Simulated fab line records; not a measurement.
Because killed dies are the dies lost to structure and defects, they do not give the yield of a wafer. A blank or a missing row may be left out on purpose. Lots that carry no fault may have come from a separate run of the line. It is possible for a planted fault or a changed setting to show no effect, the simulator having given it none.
Which tool is to blame? -- flow sky130 -- 24 lots, 72 wafers sampled, at 2 steps of a route of 708

== WHAT THE GAUGES READ, wafer by wafer ==
SKY_LDD_HVP_OVL_MEAS_07. Usual: LDD_HVP_OVL typically reads 0.2 nm, with standard deviation 1.5.
lot,measured,on,LDD_HVP_OVL (nm),flag
L074,day 23 01:55,overlay-01,-0.9 -0.7 0.3,
L075,day 23 09:14,overlay-02,1.2 0.7 -1.5,
L076,day 23 14:24,overlay-02,1.4 1.9 0.9,
L077,day 23 22:41,overlay-01,3.1 -1.5 2.1,
L078,day 24 02:33,overlay-02,0.6 -0.8 -0.9,
L079,day 24 06:11,overlay-02,-0.4 0.4 1.5,
L080,day 24 06:50,overlay-02,-0.5 0.7 -0.9,
L081,day 24 08:08,overlay-01,-0.1 -1.8 -0.3,
L082,day 24 08:25,overlay-02,0.0 1.3 1.4,
L083,day 24 09:00,overlay-01,-1.0 0.5 0.1,
L084,day 24 09:38,overlay-02,-1.5 -1.6 0.8,
L087,day 24 12:41,overlay-01,2.2 1.8 2.8,
L085,day 24 15:23,overlay-01,1.4 2.5 -0.7,
L086,day 24 15:41,overlay-01,1.0 0.9 2.6,
L088,day 30 08:05,overlay-02,-2.8 -2.0 -2.7,
L089,day 30 20:49,overlay-02,0.7 0.2 0.8,
L093,day 30 23:44,overlay-02,0.8 0.8 0.8,
L091,day 30 23:49,overlay-01,1.6 0.9 0.0,
L092,day 31 00:31,overlay-01,0.5 1.0 -1.9,
L094,day 31 01:35,overlay-01,-0.5 0.9 1.3,
L090,day 31 04:19,overlay-02,0.9 1.6 3.2,
L095,day 31 07:37,overlay-01,1.0 0.2 1.7,
L097,day 31 08:13,overlay-01,-0.5 2.2 -0.6,
L096,day 31 10:01,overlay-02,-3.6 -2.2 -0.4,

== WHICH TOOL RAN EACH LOT (tool, then ch and the chambers of the sampled wafers, then the start) ==
lot,SKY_POLY_GATE_ETCH_15
L074,"rieDiel-01 ch 0,1,2, day 17 17:11"
L075,"rieDiel-04 ch 1,2, day 17 22:57"
L076,"rieDiel-01 ch 0,3, day 18 05:17"
L077,"rieDiel-03 ch 0,1,2, day 18 16:09"
L078,"rieDiel-03 ch 0,3, day 18 19:08"
L079,"rieDiel-04 ch 0,2,3, day 18 23:11"
L080,"rieDiel-01 ch 0,2, day 18 23:54"
L081,"rieDiel-03 ch 1,2,3, day 19 00:11"
L082,"rieDiel-01 ch 0,1,2, day 19 01:55"
L083,"rieDiel-04 ch 0,1,2, day 19 02:15"
L084,"rieDiel-03 ch 1,2, day 19 02:57"
L087,"rieDiel-04 ch 0,3, day 19 06:18"
L085,"rieDiel-01 ch 2,3, day 19 07:15"
L086,"rieDiel-03 ch 0,1,3, day 19 07:15"
L088,"rieDiel-03 ch 0,1,3, day 25 06:36"
L089,"rieDiel-03 ch 0,3, day 25 20:21"
L093,"rieDiel-01 ch 1,2,3, day 25 22:43"
L091,"rieDiel-03 ch 1,3, day 26 00:14"
L092,"rieDiel-04 ch 1,2,3, day 26 02:53"
L094,"rieDiel-01 ch 0,1,2, day 26 03:14"
L090,"rieDiel-03 ch 0,1,3, day 26 04:54"
L095,"rieDiel-01 ch 1,2, day 26 09:20"
L097,"rieDiel-03 ch 1,2,3, day 26 09:57"
L096,"rieDiel-03 ch 0,1,3, day 26 11:45"
- SKY_POLY_GATE_ETCH_15: etches BARC in N2/H2, stops on SiO2, time 118.5 s, target depth 110 nm.

== WHAT THE TOOLS THEMSELVES READ (means of the sampled wafers that have a number; where no wafer has one, the mark that the record gives instead) ==
SKY_POLY_GATE_ETCH_15. Usual: drypumpMotorCurrentA 5.8 A, standard deviation 0.59; h2FlowSccm 200.0 sccm, standard deviation 0.59; oesProductAu 0.716 a.u., standard deviation 0.0046; throttleValvePct 13.212 %, standard deviation 0.0085.
lot,tool,drypumpMotorCurrentA (A),h2FlowSccm (sccm),oesProductAu (a.u.),throttleValvePct (%),flag
L074,rieDiel-01,5.5,200.0,0.714,13.208,
L075,rieDiel-04,6.7,200.1,0.715,13.221,
L076,rieDiel-01,5.1,199.6,0.713,13.216,
L077,rieDiel-03,5.6,199.4,0.718,13.206,
L078,rieDiel-03,6.0,199.5,0.718,13.217,
L079,rieDiel-04,6.1,200.4,0.719,13.218,
L080,rieDiel-01,5.4,200.7,0.715,13.204,
L081,rieDiel-03,5.9,199.8,0.715,13.227,
L082,rieDiel-01,5.5,199.7,0.718,13.211,
L083,rieDiel-04,6.3,199.4,0.716,13.212,
L084,rieDiel-03,5.4,200.3,0.718,13.213,
L087,rieDiel-04,5.8,199.5,0.718,13.217,
L085,rieDiel-01,5.2,200.4,0.712,13.217,
L086,rieDiel-03,6.0,200.2,0.718,13.215,
L088,rieDiel-03,6.0,200.3,0.718,13.207,
L089,rieDiel-03,6.0,200.1,0.709,13.200,
L093,rieDiel-01,5.4,200.3,0.715,13.209,
L091,rieDiel-03,6.4,200.5,0.713,13.211,
L092,rieDiel-04,6.4,200.0,0.718,13.208,
L094,rieDiel-01,5.5,199.8,0.717,13.205,
L090,rieDiel-03,6.0,200.0,0.710,13.214,
L095,rieDiel-01,5.6,200.1,0.717,13.213,
L097,rieDiel-03,5.9,199.9,0.718,13.213,
L096,rieDiel-03,6.0,199.9,0.714,13.216,

== THE ANSWER, worked out from the rows above alone ==
Rule: a lot is off if the mean of its wafers that have a number lies more than 3 standard deviations from the usual mean. A lot without any number at a reading at which 4 lots or more have one is off too. Where the step has rows for the other lots, those lots are counted as sound. After the gauges, taken in route order, come the tools' own readings; for these a lot's mean is taken, as printed above. The first step at which some lot is off is used, and at that step the reading that is off furthest; a lot without a number counts as furthest.
Across all readings shown, no lot is off: no conclusion can be drawn from this.

== WHAT HAD BEEN PUT IN BY THE SIMULATOR ==
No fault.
